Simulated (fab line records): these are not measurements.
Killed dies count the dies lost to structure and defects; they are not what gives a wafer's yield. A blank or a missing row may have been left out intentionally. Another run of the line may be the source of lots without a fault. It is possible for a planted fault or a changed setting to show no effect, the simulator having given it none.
2 desks, one fault ; flow gf180mcu ; only its own numbers are on each desk; what lay behind them is given at the end

DESK OF THE TOOL OWNER: plasma_asher-02
The tool's own readings at GF_VT_IMPLANT_STRIP_31 (strips in O2/N2): means of the sampled wafers that have a number, for each lot that ran on this tool. A lot is out of limits, marked OUT, if its mean lies more than 4 standard deviations from the usual mean; the brackets give that distance.
Columns: A = drypump_motor_current_A at GF_VT_IMPLANT_STRIP_31, usual 5.49 A; B = heater_power_w at GF_VT_IMPLANT_STRIP_31, usual 340 W; C = oes_product_au at GF_VT_IMPLANT_STRIP_31, usual 0.716 a.u.; D = strip_time_to_endpoint_s at GF_VT_IMPLANT_STRIP_31, usual 12.62 s
lot;first seen here;A;B;C;D
L854;day 7 00:26;5.43;331;0.715;12.61
L865;day 9 16:38;5.43;327;0.951 (+53) OUT;-
L876;day 12 18:37;5.43;330;0.714;12.64
L877;day 13 00:55;5.42;329;0.716;12.57
Finding of this desk: L865 out of limits; the first was L865 at day 9 16:38, on oes_product_au at GF_VT_IMPLANT_STRIP_31. L854, L876, L877 stayed within limits.

METROLOGY DESK
Lot by lot, what the gauges showed, no matter which tool ran the lot: averages of those sampled wafers that carry a number. A lot is out of limits, marked OUT, if its mean lies more than 4 standard deviations from the usual mean; the brackets give that distance.
Columns: A = VT_IMPLANT_4_TW at GF_VT_IMPLANT_TW_MEAS_43, usual 694; B = POLY_GATE_OXIDATION_THK at GF_POLY_GATE_THK_MEAS_17, usual 3.99 nm; C = CONTACT_OVL at GF_CONTACT_OVL_MEAS_15, usual 4 nm
lot;first seen here;A;B;C
L854;day 7 16:04;699;4.07;-3
L856;day 8 10:52;694;3.90;15
L855;day 8 11:32;683;4.00;3
L858;day 8 18:38;694;3.99;-2
L864;day 10 02:22;697;4.09;1
L865;day 10 10:11;31 (-99 or more) OUT;-;-
L869;day 11 14:57;695;4.03;-4
L872;day 12 11:11;695;3.95;6
L875;day 13 09:20;696;3.96;16
L876;day 13 15:19;692;3.94;1
L877;day 13 20:46;691;3.93;5
Per this desk, out of limits: L865; the first was L865, day 10 10:11 (VT_IMPLANT_4_TW at GF_VT_IMPLANT_TW_MEAS_43). L854, L856, L855, L858, L864, L869, L872, L875, L876, L877 stayed within limits.

BROUGHT TOGETHER
At day 9 16:38, on L865, the tool owner's desk was in a position to raise an alarm.
On L865, the metrology desk was in a position to raise an alarm at day 10 10:11.
Of the lots named, all ran GF_VT_IMPLANT_STRIP_31 on plasma_asher-02.

WHAT WAS PUT IN BY THE SIMULATOR
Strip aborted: plasma_asher-02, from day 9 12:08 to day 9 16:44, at GF_VT_IMPLANT_STRIP_31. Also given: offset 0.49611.
Lots struck among those shown: L865.
Delay (hours) between the fault's onset and each desk's first out-of-limits reading: 4 at the tool owner's desk, 22 at the metrology desk.
